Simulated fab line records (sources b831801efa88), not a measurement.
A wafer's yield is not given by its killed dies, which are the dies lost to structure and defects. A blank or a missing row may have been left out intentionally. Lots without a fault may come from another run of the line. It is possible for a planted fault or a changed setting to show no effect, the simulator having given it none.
Which of the tools did it? ; flow gf180mcu ; route of 602 steps, sampled at 1 step: 7 lots, 21 wafers

== WHAT THE GAUGES SHOWED, per wafer ==
GF_STI_THK_MEAS_02.
lot;measured;on;STI_OXIDATION_THK (nm)
L679;day 2 03:26;filmMetro-04;9.90 9.89 9.95
L681;day 2 12:37;filmMetro-03;9.65 9.77 9.55
L683;day 2 22:31;filmMetro-03;10.03 9.75 9.91
L685;day 3 08:34;filmMetro-03;9.73 9.72 9.88
L688;day 4 00:00;filmMetro-04;9.62 9.69 9.64
L694;day 5 05:32;filmMetro-01;10.01 10.11 10.11
L696;day 5 15:31;filmMetro-01;9.89 9.81 9.71

== TOOL THAT RAN EACH LOT (tool first, then ch and the chambers of the sampled wafers, then the start) ==
No process step before these readings appears in the record.

== THE ANSWER, worked out from the rows above alone ==
Rule: what is usual is taken from the lots themselves. Put in order of their means at a reading, lots are off if they are a third of the lots or fewer, leave a main group of 4 or more, and stand apart from it by a gap of 3 or more times the standard deviation of the main group's means; of several such gaps the widest counts. Not used: any main group whose means are identical at the precision the tables above print for the reading. Also off: a lot with no number at a reading for which 4 or more lots have one. Any other lot the step has rows for is counted as sound.
No lot is off on any of the readings shown, so nothing can be concluded from this.

== WHAT THE SIMULATOR HAD INSERTED ==
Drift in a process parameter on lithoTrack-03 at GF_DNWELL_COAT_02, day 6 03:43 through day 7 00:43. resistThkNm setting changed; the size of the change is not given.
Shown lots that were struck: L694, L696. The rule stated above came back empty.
